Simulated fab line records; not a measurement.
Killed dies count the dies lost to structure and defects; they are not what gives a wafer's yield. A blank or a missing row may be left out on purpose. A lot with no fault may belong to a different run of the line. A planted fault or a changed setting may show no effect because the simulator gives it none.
Struck lot and sound lot, side by side :: flow gf180mcu :: 14 out of 602 route steps
Sound: these wafers, L548.1, L548.3, L548.4. Struck: wafers L545.4, L545.5, L545.6. The cause is named last.
Order at every step that has rows: each side's tool, ch and its chambers, its first start. Under that, the readings that differ: sound wafers :: struck wafers :: difference of the means :: sigmas: that difference in standard deviations of wafers without a fault.
alike: a reading whose means differ by less than 2 such deviations, as well as words and numbers matching on both sides. not compared: withheld readings; readings where some wafer has no value; bounds like >300 that might hide an equal value; numbers whose values overlap and for which the record gives no deviation.
The two part at a step that has a row with sigmas, a row that says differs or no value, or rows on one side only. Non-overlapping numbers with no deviation appear without sigmas and do not part them. A reading that every wafer of one side lacks parts them only if that side has two wafers or more.

first, 8 steps without rows for these wafers: GF_V3_DEHYDRATE_06 (time 60 s); GF_V3_HMDS_07 (prime time 60 s); GF_V3_COAT_08; GF_V3_COAT_09 (resist thk 1000 nm); GF_V3_SOFTBAKE_10 (time 60 s); GF_V3_EXPOSE_11 (exposes mask Via3, target cd 260 nm); GF_V3_PEB_12 (peb time 90 s); GF_V3_DEVELOP_13 (develop time 60 s).
GF_V3_CD_MEAS_14: target cd 260 nm.
  sound on cd-sem-01, day 28 04:11; struck on cd-sem-02, day 27 10:02
  alike: cd-nm
GF_V3_OVL_MEAS_15:
  sound on overlay-02, day 28 04:18; struck on overlay-01, day 27 10:07
  alike: V3_OVL
GF_V3_ETCH_16: etches BARC in N2/H2.
  sound on rie-diel-03 ch 0,1,2, day 28 04:20; struck on rie-diel-04 ch 0,1, day 27 10:08
  alike: drypump-motor-current-A, oes-product-au, throttle-valve-pct
GF_V3_ETCH_17: etches SiO2 in C4F8/O2/Ar, stops on TiN, target depth 635 nm.
  sound: rie-diel-03 ch 0,1,2; struck: rie-diel-04 ch 0,1
  alike: oes-product-au
GF_V3_STRIP_18: strips in O2/N2.
  sound on plasma-asher-04 ch 0,1, day 28 04:28; struck on plasma-asher-02 ch 0,1, day 27 10:17
  no value came back on the struck wafers for any of 6 readings (chamber-pressure-mTorr (mTorr), drypump-motor-current-A (A) and others); on the sound wafers chamber-pressure-mTorr (mTorr) reads 1502.7 1500.4 1501.3
  not compared: rf-hours-counter-h
then, 1 step without rows for these wafers: GF_V3_STRIP_19 (strips in post etch residue remover, time 1200 s).

== WHERE THEY PART ==
Only at GF_V3_STRIP_18, as far as this record shows.

WHY: what had been put in by the simulator
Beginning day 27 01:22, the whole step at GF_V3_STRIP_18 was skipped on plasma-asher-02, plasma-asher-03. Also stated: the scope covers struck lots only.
